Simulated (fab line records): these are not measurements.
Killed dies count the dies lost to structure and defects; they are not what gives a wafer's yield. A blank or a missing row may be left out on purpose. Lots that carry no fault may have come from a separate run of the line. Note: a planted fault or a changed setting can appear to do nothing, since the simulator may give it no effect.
Chamber matching :: flow sfq line :: cmp-01 running SFQ_TRILAYER_I1_CMP_CMP_046: 4 sister chambers
The step polishes SiO2. 8 wafers are shown with their chamber, then 9 later ones without.

EACH WAFER AND ITS CHAMBER
wafer: L869.3
chamber: 0
motor current A (A): 12.1
platen rpm (rpm): 60.02

wafer: L869.4
chamber: 3
motor current A (A): 12.2
platen rpm (rpm): 59.96

wafer: L870.4
chamber: 3
motor current A (A): 11.5
platen rpm (rpm): 59.91

wafer: L870.5
chamber: 1
motor current A (A): 11.9
platen rpm (rpm): 60.05

wafer: L870.6
chamber: 0
motor current A (A): 11.8
platen rpm (rpm): 60.03

wafer: L872.2
chamber: 2
motor current A (A): 10.3
platen rpm (rpm): 60.01

wafer: L872.5
chamber: 1
motor current A (A): 11.6
platen rpm (rpm): 60.05

wafer: L872.6
chamber: 2
motor current A (A): 9.5
platen rpm (rpm): 59.96

WAFERS MISSING THEIR CHAMBER
wafer: L875.4
motor current A (A): 9.5
platen rpm (rpm): 59.97

wafer: L875.2
motor current A (A): 11.2
platen rpm (rpm): 59.97

wafer: L875.5
motor current A (A): 11.3
platen rpm (rpm): 60.04

wafer: L878.3
motor current A (A): 9.4
platen rpm (rpm): 59.98

wafer: L878.5
motor current A (A): 12.0
platen rpm (rpm): 59.94

wafer: L878.6
motor current A (A): 11.6
platen rpm (rpm): 60.03

wafer: L879.3
motor current A (A): 11.2
platen rpm (rpm): 59.99

wafer: L879.1
motor current A (A): 11.7
platen rpm (rpm): 60.01

wafer: L879.2
motor current A (A): 9.9
platen rpm (rpm): 59.98

THE CHAMBER EACH PASSED THROUGH
wafer: L875.4
from the rows above: 2
in truth: 2

wafer: L875.2
from the rows above: can't be placed: 3 or 0 or 2 or 1
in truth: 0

wafer: L875.5
from the rows above: can't be placed: 1 or 0
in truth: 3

wafer: L878.3
from the rows above: 2
in truth: 2

wafer: L878.5
from the rows above: 3
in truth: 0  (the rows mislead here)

wafer: L878.6
from the rows above: can't be placed: 1 or 0
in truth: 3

wafer: L879.3
from the rows above: can't be placed: 0 or 3 or 1 or 2
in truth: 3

wafer: L879.1
from the rows above: can't be placed: 0 or 1
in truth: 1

wafer: L879.2
from the rows above: 2
in truth: 2
Correctly placed: 3 of 9. Can't be placed from these rows: 5 (the true chamber is among the candidates in 3). 1 placed wrongly.
How it was worked out, from the rows above alone: a wafer's distance from a chamber is the root of the sum, over the readings, of the square of ((its reading less the chamber's mean) divided by the reading's scatter). If the next closest chamber is less than 2 further off than the closest, the wafer can't be placed; otherwise it belongs to the closest. A chamber's mean is the mean of its shown wafers. The scatter is the square root of a quotient: the sum, over the shown wafers, of each reading's squared deviation from its chamber's mean, divided by wafers minus chambers.
